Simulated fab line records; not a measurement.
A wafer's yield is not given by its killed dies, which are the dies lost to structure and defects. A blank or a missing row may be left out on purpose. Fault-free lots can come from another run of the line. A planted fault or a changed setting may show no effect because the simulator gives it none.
Which tool is to blame? -- flow gf180mcu -- 6 lots, 18 wafers sampled, at 2 steps of a route of 602

== WHAT THE GAUGES READ, wafer by wafer ==
GF_PSD_RS_MEAS_14: the measuring method here is four-point-probe.
lot,measured,on,NSD_RS (ohm/sq)
L372,day 15 07:29,film metro-02,46.41 46.44 46.47
L374,day 16 08:41,film metro-03,46.48 46.57 46.47
L380,day 18 14:32,film metro-02,46.49 46.41 46.44
L382,day 18 23:57,film metro-01,44.39 44.47 44.56
L387,day 20 21:21,film metro-03,46.49 46.48 46.49
L392,day 22 09:55,film metro-01,46.32 46.43 46.40

== WHICH TOOL RAN EACH LOT (tool, then ch and the chambers of the sampled wafers, then the start) ==
lot,GF_PSD_RTA_13
L372,"rtp anneal-02 ch 0, day 15 07:25"
L374,"rtp anneal-02 ch 0, day 16 08:36"
L380,"rtp anneal-02 ch 0, day 18 14:26"
L382,"rtp anneal-02 ch 0, day 18 23:47"
L387,"rtp anneal-01 ch 0, day 20 21:15"
L392,"rtp anneal-01 ch 0, day 22 09:48"
- GF_PSD_RTA_13: time 20 s.

== THE ANSWER, worked out from the rows above alone ==
Rule: what is usual is taken from the lots themselves. The widest of any qualifying gaps counts: lots, ordered by their means at a reading, are off when they make up no more than a third of the lots, leave a main group of 4 or more, and stand apart from it by 3 or more times the standard deviation of that group's means. If all means in a main group match to the digits the tables above print for the reading, that group is not used. A lot without any number at a reading at which 4 lots or more have one is off too. Where the step has rows for the other lots, those lots are counted as sound.
Off: L382, seen at GF_PSD_RS_MEAS_14 (NSD_RS). Mean 46.45 ohm/sq and standard deviation 0.043 in the main group.
A tool fits if, at a process step before that reading, it ran every lot that is off, and no sound lot after the first of them. The gauges at GF_PSD_RS_MEAS_14 are tried like those tools. One fits: rtp anneal-02 at GF_PSD_RTA_13. Its last sound lot is L380 (day 18 14:26), its first lot that is off L382 (day 18 23:47): a fault that began between those two fits.

== WHAT THE SIMULATOR PUT IN ==
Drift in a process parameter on rtp anneal-02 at GF_PSD_RTA_13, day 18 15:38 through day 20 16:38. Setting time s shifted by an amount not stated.
Struck lots among those shown: L382. This agrees with what the rule above found.
